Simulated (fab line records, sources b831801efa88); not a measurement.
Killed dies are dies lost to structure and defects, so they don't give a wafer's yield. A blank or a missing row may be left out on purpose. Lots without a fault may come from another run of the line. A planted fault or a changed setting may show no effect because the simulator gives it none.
Split-lot experiment | flow gf180mcu | 4 lots, 18 wafers read, on a route of 602 steps

THE SPLIT
At GF_M2_COAT_09 (resist thk 1000 nm), the setting resist_thk_nm was moved away from the recipe's 1000 nm on 5 of the 18 wafers read, by -4.0% to +3.5%. The other wafers ran this setting at the recipe's value.

The reading is taken at the split's own step.

THE READING
KrF_of_M2_COAT_09.thk_nm (the simulator's own value, which no gauge read), in nm, at GF_M2_COAT_09 (resist thk 1000 nm). The file gives no usual value for it. The 13 wafers here that ran the recipe average 1002.4 nm, standard deviation 1.8 nm.

wafer  | tool, chamber at the split | resist_thk_nm as run, nm | against the recipe | KrF_of_M2_COAT_09.thk_nm, nm | against lot-mates on the recipe
L078.2 | litho_track-01, 0          | 1000                     | recipe             | 1001                         | -
L078.4 | litho_track-01, 0          | 1000                     | recipe             | 1002                         | -
L078.6 | litho_track-01, 0          | 1000                     | recipe             | 1002                         | -
L077.1 | litho_track-01, 0          | 959.5                    | -4.0%              | 960.9                        | -43.1
L077.2 | litho_track-01, 0          | 1000                     | recipe             | 1003                         | -
L077.3 | litho_track-01, 0          | 959.5                    | -4.0%              | 964.3                        | -39.7
L077.4 | litho_track-01, 0          | 1000                     | recipe             | 1004                         | -
L077.6 | litho_track-01, 0          | 1000                     | recipe             | 1005                         | -
L081.2 | litho_track-04, 0          | 1000                     | recipe             | 1005                         | -
L081.3 | litho_track-04, 0          | 1000                     | recipe             | 1002                         | -
L081.6 | litho_track-04, 0          | 1000                     | recipe             | 1002                         | -
L081.4 | litho_track-04, 0          | 1000                     | recipe             | 1004                         | -
L081.5 | litho_track-04, 0          | 1000                     | recipe             | 1003                         | -
L082.1 | litho_track-03, 0          | 1000                     | recipe             | 999.3                        | -
L082.2 | litho_track-03, 0          | 1000                     | recipe             | 999.3                        | -
L082.3 | litho_track-03, 0          | 1035                     | +3.5%              | 1035                         | +35.7
L082.5 | litho_track-03, 0          | 1035                     | +3.5%              | 1036                         | +36.7
L082.6 | litho_track-03, 0          | 1035                     | +3.5%              | 1037                         | +37.7

THE FIT
A straight line over all 18 wafers: KrF_of_M2_COAT_09.thk_nm changes by +9.71 nm for each +1% of resist_thk_nm; r = +1.00; the points scatter about the line by 1.8 nm.
The same after taking each lot's own level away (the mean of its wafers on the recipe; 18 wafers): +10.4 nm for each +1%; r = +1.00; scatter 1.1 nm.
On that fit, the largest move of resist_thk_nm shifts the reading by 42 nm.
The lots' own levels span 999.30 to 1004.00 nm, that is 2.6 times the standard deviation above.
So the lot-to-lot level changes the slope little: the two slopes agree.
Check: with one of the wafers moved furthest among these (-4.0%) left out of the fit, the line predicts -41.2 nm for it against its lot-mates. It came out at -43.1 nm against them.

OTHER SPLITS ON THESE WAFERS
These wafers also went through other splits before the reading. Each is held against what the fit with the lots' levels taken away leaves over:
other split on the same wafers       | wafers away from the commonest value | r with KrF_of_M2_COAT_09.thk_nm (lot level and that fit taken away)
GF_SAB_DEVELOP_08 develop_time_s     | 4                                    | +0.08
GF_CONTACT_CVD_00 sih4_flow_sccm     | 8                                    | -0.20
GF_CONTACT_ETCH_16 ion_energy_ev     | 3                                    | +0.05
GF_M1_SPUTTER_00 time_s              | 8                                    | -0.07
GF_M1_PEB_12 peb_temp_c              | 5                                    | +0.24
GF_V1_CMP_04 leave_above_ref_nm      | 8                                    | -0.27
GF_M2_SPUTTER_00 chamber_pressure_pa | 5                                    | +0.05

THE WHOLE CHAIN: every reading that the file lists as answering this split, in the file's order
step           | what it does       | reading                                                                   | change (the file's fit)              | r (the file's)
GF_M2_COAT_09  | resist thk 1000 nm | KrF_of_M2_COAT_09.thk_nm (the simulator's own value, which no gauge read) | +10.4 nm for each +1% of the setting | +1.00
GF_M2_STRIP_17 | strips in O2/N2    | strip_time_to_endpoint_s                                                  | withheld for each +1% of the setting | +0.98

THE FILE'S OWN FIT
KrF_of_M2_COAT_09.thk_nm changes by +10.4 nm for each +1% of resist_thk_nm, r = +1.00.
